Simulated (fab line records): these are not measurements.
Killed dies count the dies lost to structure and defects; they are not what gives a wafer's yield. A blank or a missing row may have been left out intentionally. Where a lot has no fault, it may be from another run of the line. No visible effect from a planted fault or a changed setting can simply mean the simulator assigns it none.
2 desks, one fault ; flow sky130 ; numbers are kept per desk, each desk with only its own; the story behind them comes last

METROLOGY DESK
Means of the sampled wafers that have a number, per lot and without regard to the tool the lot ran on: this is what the gauges read. The brackets show how far a lot's mean lies from the usual mean; more than 4 standard deviations puts the lot out of limits, marked OUT.
Columns: A = SONOS_ONO_OVL at SKY_SONOS_ONO_OVL_MEAS_14, usual -0.5 nm; B = POLY_GATE_TW at SKY_RES_PROTECT_TW_MEAS_08, usual 4059; C = LDD_P_OVL at SKY_LDD_P_OVL_MEAS_08, usual 1.1 nm; D = LDD_HVN_OVL at SKY_LDD_HVN_OVL_MEAS_07, usual -0.1 nm
lot;first seen here;A;B;C;D
L791;day 13 15:37;-2.9;4134;0.1;-0.2
L792;day 14 09:26;-1.2;4126;1.1;1.1
L794;day 14 11:07;0.4;3965;2.6;0.7
L796;day 15 18:25;-1.3;3996;1.7;0.3
L799;day 16 16:58;-1.2;4088;1.1;-2.0
L805;day 19 01:19;-1.2;3842 (-4.1) OUT;1.7;0.7
L804;day 19 03:11;-0.1;3929;1.7;-0.7
L806;day 19 05:43;1.2;3840 (-4.1) OUT;1.2;-2.0
L808;day 19 15:02;-1.7;3991;1.8;-0.8
L810;day 20 03:31;2.2;4078;1.6;2.3
L811;day 20 17:22;-0.0;3999;1.4;0.5
This desk reports L805, L806 out of limits; the earliest was L805 at day 21 21:28 (POLY_GATE_TW at SKY_RES_PROTECT_TW_MEAS_08). In limits: L791, L792, L794, L796, L799, L804, L808, L810, L811.

TOOL OWNER'S DESK, implanter-01
The tool's own readings at SKY_POLY_GATE_IMPLANT_02: means of the sampled wafers that have a number, for each lot that ran on this tool. The brackets show how far a lot's mean lies from the usual mean; more than 4 standard deviations puts the lot out of limits, marked OUT.
Columns: A = beam-on-s at SKY_POLY_GATE_IMPLANT_02, usual 34.4 s; B = dose-ions-cm2 at SKY_POLY_GATE_IMPLANT_02, usual 7.7e+15; C = end-station-pressure-torr at SKY_POLY_GATE_IMPLANT_02, usual 1.12e-05 Torr; D = faraday-current-uA at SKY_POLY_GATE_IMPLANT_02, usual 12361
lot;first seen here;A;B;C;D
L791;day 16 03:04;33.4;7.7e+15;1.13e-05;12685
L794;day 17 02:22;33.5;7.7e+15;1.19e-05;12644
L796;day 18 13:42;33.0;7.7e+15;1.13e-05;12829
L799;day 19 15:11;33.4;7.7e+15;1.16e-05;12695
L805;day 21 21:13;20.5 (-6.6) OUT;4.7e+15 (-99 or more) OUT;1.32e-05;12502
L804;day 21 21:31;20.5 (-6.6) OUT;4.7e+15 (-99 or more) OUT;1.41e-05;12594
L806;day 21 23:29;20.1 (-6.8) OUT;4.7e+15 (-99 or more) OUT;1.34e-05;12781
This desk's verdict: out of limits on L804, L805, L806, starting with L805 at day 21 21:13 (beam-on-s at SKY_POLY_GATE_IMPLANT_02). In limits: L791, L794, L796, L799.

BROUGHT TOGETHER
The tool owner's desk could have raised an alarm at day 21 21:13, on L804, L805, L806.
L805, L806 would have let the metrology desk raise an alarm at day 21 21:28.
The metrology desk has L804 on record, within its limits.
All the named lots went through SKY_POLY_GATE_IMPLANT_02 on implanter-01.

WHAT HAD BEEN PUT IN BY THE SIMULATOR
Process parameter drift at SKY_POLY_GATE_IMPLANT_02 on implanter-01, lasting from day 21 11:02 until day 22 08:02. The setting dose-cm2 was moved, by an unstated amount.
Shown lots that were struck: L804, L805, L806.
Counting hours from when the fault started, the first reading out of limits came at 10 for the tool owner's desk and at 10 for the metrology desk.
